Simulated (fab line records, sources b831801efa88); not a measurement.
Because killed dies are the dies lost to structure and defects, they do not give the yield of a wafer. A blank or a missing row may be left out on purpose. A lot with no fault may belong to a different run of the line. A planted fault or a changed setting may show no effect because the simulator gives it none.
Code-filled problem report in 8D (eight disciplines) form || flow sky130 || the parts of the form that need people (team, actions taken, sign-off) are left out

1. THE PROBLEM
VIA4_W_RS at SKY_VIA4_RS_MEAS_19 reads a mean of 0.2501 ohm/sq on 2 wafers of 1 lot; wafers without a fault read 0.2276 ohm/sq with a standard deviation of 0.0029. That is +7.8 standard deviations from the usual mean.
The step: measures by four-point-probe.
First seen on wafer L948.2, day 47 00:42, on film_metro-03. The record has a number at this step for 33 wafers belonging to 11 lots. By rule, "out" or "out of limits" means more than 4 standard deviations away from the usual mean. The other wafers with a number count as sound.

2. WHAT THIS IS AND IS NOT
{"question": "which readings at this step", "is": "VIA4_W_RS", "is not": "-"}
{"question": "which lots", "is": "L948", "is not": "L933, L935, L936, L937, L939, L940, L942, L944, L951, L955"}
{"question": "which wafers of those lots", "is": "L948.2, L948.5", "is not": "L948.1"}
{"question": "read on which gauges", "is": "film_metro-03", "is not": "film_metro-02, film_metro-04"}
{"question": "when", "is": "from day 47 00:42", "is not": "up to then (25 sound wafers); but 6 sound wafers of L951, L955 came after"}

3. SUSPECTS, AND WHAT RULES EACH OUT
Counting: any tool at a process step up to the reading remains a suspect provided it ran every lot that is out. Sound lots after the first of them don't rule it out here, since some wafers of a struck lot are sound.
- the gauge at SKY_VIA4_RS_MEAS_19 has been ruled out. All the wafers that are out were read on film_metro-03, but those of them that SKY_VIA4_CVD_18 has rows for are out there too, on other tools.
- rie_diel-01 at SKY_VIA3_ETCH_15 (etches SiO2 in C4F8/O2/Ar, stops on TiN, target depth 507 nm, time 78 s): kept. The lot that is out, L948, ran on it at day 44 04:49; the last sound lot it ran before that was L937, at day 41 04:43.
- pvd_sputter-03 at SKY_METAL4_SPUTTER_01 (material TiN, target thk 20 nm, time 16.7 s): kept. The lot that is out, L948, ran on it at day 44 08:25; the last sound lot it ran before that was L944, at day 42 22:58.
- cvd_w-01 at SKY_VIA4_CVD_18 (deposits W, target thk 505 nm, time 152.14 s): kept. The lot that is out, L948, ran on it at day 47 00:33; the last sound lot it ran before that was L942, at day 45 15:02. Its own susceptor_temp_C readings are out on those wafers.
- At SKY_VIA4_CVD_18 on cvd_w-01, chamber 1 took the sound wafers of the same lots and chamber 0 took the wafers that are out.
After the count, these remain: rie_diel-01 at SKY_VIA3_ETCH_15, pvd_sputter-03 at SKY_METAL4_SPUTTER_01 and cvd_w-01 at SKY_VIA4_CVD_18.

4. THE CAUSE (what the simulator had put in)
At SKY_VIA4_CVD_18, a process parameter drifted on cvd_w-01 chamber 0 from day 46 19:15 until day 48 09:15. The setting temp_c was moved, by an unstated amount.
After counting, 3 suspects remain, this tool included.

5. THE CHAIN OF EFFECTS, in route order
Rows list readings where the struck wafers' mean (over those with a number) sits beyond 3 standard deviations from the usual. Only readings for which the record gives a usual standard deviation are gone through. hours: the time from each lot's start at the first step in this table that gives one to its start at this step, as a median over the lots. sigmas: the change in usual standard deviations.
{"hours": 0, "step": "SKY_VIA4_CVD_18", "reading": "susceptor_temp_C", "usual": "399.95 C", "on struck wafers": 394.67, "change": -5.28, "sigmas": -22}
{"hours": 0, "step": "SKY_VIA4_RS_MEAS_19", "reading": "VIA4_W_RS", "usual": "0.2276 ohm/sq", "on struck wafers": 0.2501, "change": "+0.0225", "sigmas": "+7.8"}
{"hours": 0, "step": "SKY_VIA4_THK_MEAS_20", "reading": "VIA4_W_THK", "usual": "509 nm", "on struck wafers": 462, "change": -46, "sigmas": -6.0}
It contains these process steps:
- SKY_VIA4_CVD_18: deposits W, target thk 505 nm, time 152.14 s.

6. WHAT WOULD HAVE CAUGHT IT SOONER
In this record the first reading out of limits at a measuring or inspecting step was taken at day 47 00:42, 5 hours after the fault began at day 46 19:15.
At SKY_VIA4_CVD_18, the tool's own readings (susceptor_temp_C) were out on each struck wafer the step has a row for, so an alarm limit on them would have fired on the first such wafer.
Each of the lots that are out, 1 in all, had begun SKY_VIA4_CVD_18 on cvd_w-01 no later than day 47 00:42. Holding the tool at that point would not have protected any of them.
